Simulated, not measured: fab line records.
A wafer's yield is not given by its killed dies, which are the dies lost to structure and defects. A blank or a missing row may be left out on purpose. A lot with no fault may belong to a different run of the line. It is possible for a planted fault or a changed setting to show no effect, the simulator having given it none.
Problem report in the 8D (eight disciplines) form, filled by code -- flow sky130 -- the parts of the form that need people (team, actions taken, sign-off) are left out

== 1. WHAT IS WRONG ==
Mean of killed_at_front_end at SKY_PAD_OPEN_PROBE_99: 421 across 6 wafers in 2 lots; on wafers with no fault it is 16 (standard deviation 4.3). Measured from the usual mean, that is +94 standard deviations.
Seen first at day 50 11:43 on prober-02, wafer L101.1. The record holds 18 wafers of 6 lots with a number at this step. Rule for "out" (also "out of limits"): further than 4 standard deviations from the usual mean. Any other wafer with a number is counted as sound.

== 2. WHAT IT IS, AND WHAT IT ISN'T ==
question,is,is not
which readings at this step,"killed_at_front_end, killed_dies, killed_on_rim","killed_at_M0_to_M3, killed_at_M4_up, killed_at_contacts, killed_at_other"
which lots,"L101, L103","L981, L984, L986, L991"
which wafers of those lots,all that have a number,-
read on which tools,"prober-01, prober-02",-
when,from day 50 11:43,up to then (12 sound wafers)

== 3. THE SUSPECTS, EACH WITH WHAT RULES IT OUT ==
Counting: a tool at any process step up to the reading remains a suspect when it ran all the lots that are out and ran no sound lot after the first of those.
- litho_track-01 at SKY_VT_ADJUST_LVTN_DEVELOP_06 (develop time 60 s): kept. It ran every lot that is out, first L101 (day 12 14:00), and no sound lot after that; its last sound lot up to then is L984 (day 7 19:00).
The count leaves litho_track-01 at SKY_VT_ADJUST_LVTN_DEVELOP_06.

== 4. THE CAUSE (what the simulator had put in) ==
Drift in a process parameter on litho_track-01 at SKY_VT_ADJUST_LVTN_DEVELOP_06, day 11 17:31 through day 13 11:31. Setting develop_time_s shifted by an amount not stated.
Counting left only this tool.

== 5. SEQUENCE OF EFFECTS, ordered by route ==
Each row: a reading whose mean over the struck wafers that have a number lies more than 3 standard deviations from the usual. Only readings for which the record gives a usual standard deviation are gone through. hours: the time from each lot's start at the first step in this table that gives one to its start at this step, as a median over the lots. sigmas: the change in usual standard deviations.
hours,step,reading,usual,on struck wafers,change,sigmas
0,SKY_PAD_OPEN_PROBE_99,killed_at_front_end,16,421,+405,+94
0,SKY_PAD_OPEN_PROBE_99,killed_dies,88,492,+404,+43
0,SKY_PAD_OPEN_PROBE_99,killed_on_rim,17,96,+79,+21
It contains these process steps:
- SKY_PAD_OPEN_PROBE_99
Readings that are blank on the struck wafers while sound wafers have them: VT_ADJUST_LVTN_OVL at SKY_VT_ADJUST_LVTN_OVL_MEAS_07.

== 6. HOW IT WOULD HAVE BEEN CAUGHT EARLIER ==
In this record the first reading out of limits was taken at day 50 11:43, 930 hours after the fault began at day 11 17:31.
Between SKY_VT_ADJUST_LVTN_DEVELOP_06 and SKY_PAD_OPEN_PROBE_99, SKY_VT_ADJUST_LVTN_OVL_MEAS_07 gave no VT_ADJUST_LVTN_OVL on the struck wafers, where sound wafers have one: a measuring or inspecting step that comes back empty is itself a sign.
Each of the lots that are out, 2 in all, had begun SKY_VT_ADJUST_LVTN_DEVELOP_06 on litho_track-01 no later than day 50 11:43. None of them would have been spared by holding the tool at that moment.
